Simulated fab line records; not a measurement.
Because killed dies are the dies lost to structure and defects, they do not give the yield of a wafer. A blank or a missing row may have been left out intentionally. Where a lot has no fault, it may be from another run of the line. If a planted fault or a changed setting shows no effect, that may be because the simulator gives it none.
2 desks, one fault / flow sky130 / what lay behind the numbers comes last; until then each desk has only its own

## FOR THE TOOL OWNER'S DESK: litho-track-03
The tool's own readings at SKY_METAL2_COAT_10 (resist thk 450 nm): means of the sampled wafers that have a number, for each lot that ran on this tool. Marked OUT: a lot whose mean sits more than 4 standard deviations from the usual mean, which makes it out of limits; the brackets give that distance.
Columns: A = chill-plate-temp-C at SKY_METAL2_COAT_10, usual 22.98 C; B = spin-speed-rpm at SKY_METAL2_COAT_10, usual 2999.9 rpm
lot=L987; first seen here=day 35 03:00; A=22.97; B=2865.3 (-75) OUT
lot=L990; first seen here=day 36 09:00; A=22.96; B=2864.3 (-75) OUT
lot=L998; first seen here=day 39 21:00; A=23.14; B=2998.6
This desk's verdict: out of limits on L987, L990, starting with L987 at day 35 03:00 (spin-speed-rpm at SKY_METAL2_COAT_10). In limits: L998.

## METROLOGY DESK
Means of the sampled wafers that have a number, per lot and without regard to the tool the lot ran on: this is what the gauges read. Marked OUT: a lot whose mean sits more than 4 standard deviations from the usual mean, which makes it out of limits; the brackets give that distance.
Columns: A = VIA1_W_THK at SKY_VIA1_THK_MEAS_23, usual 273 nm; B = METAL2_ALCU_RS at SKY_METAL2_RS_MEAS_05, usual 0.1264 ohm/sq; C = METAL2_ALCU_THK at SKY_METAL2_THK_MEAS_06, usual 248 nm; D = cd-nm at SKY_METAL2_CD_MEAS_15, usual 140.1 nm; E = METAL2_OVL at SKY_METAL2_OVL_MEAS_16, usual 5 nm
lot=L984; first seen here=day 33 10:07; A=275; B=0.1240; C=256; D=140.2; E=3
lot=L987; first seen here=day 34 14:29; A=273; B=0.1248; C=252; D=140.2; E=5
lot=L990; first seen here=day 35 19:57; A=275; B=0.1244; C=252; D=141.1; E=3
lot=L997; first seen here=day 38 22:04; A=264; B=0.1248; C=251; D=140.1; E=-1
lot=L998; first seen here=day 39 07:49; A=273; B=0.1268; C=245; D=138.2; E=2
lot=L106; first seen here=day 41 03:18; A=276; B=0.1276; C=245; D=138.6; E=6
This desk found nothing out of limits on any of the 6 lots.

## ALL TOGETHER
An alarm could have come from the tool owner's desk at day 35 03:00, on L987, L990.
The metrology desk saw nothing out of limits.
The metrology desk holds a record of L987, L990, inside its limits.
Every lot named ran SKY_METAL2_COAT_10 on litho-track-03.

## WHAT THE SIMULATOR HAD PUT IN
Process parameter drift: litho-track-03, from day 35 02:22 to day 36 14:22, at SKY_METAL2_COAT_10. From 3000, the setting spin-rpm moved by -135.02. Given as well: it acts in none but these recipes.
Lots struck among those shown: L987, L990.
How many hours passed from the start of the fault until each desk's first out-of-limits reading: the tool owner's desk, 1.
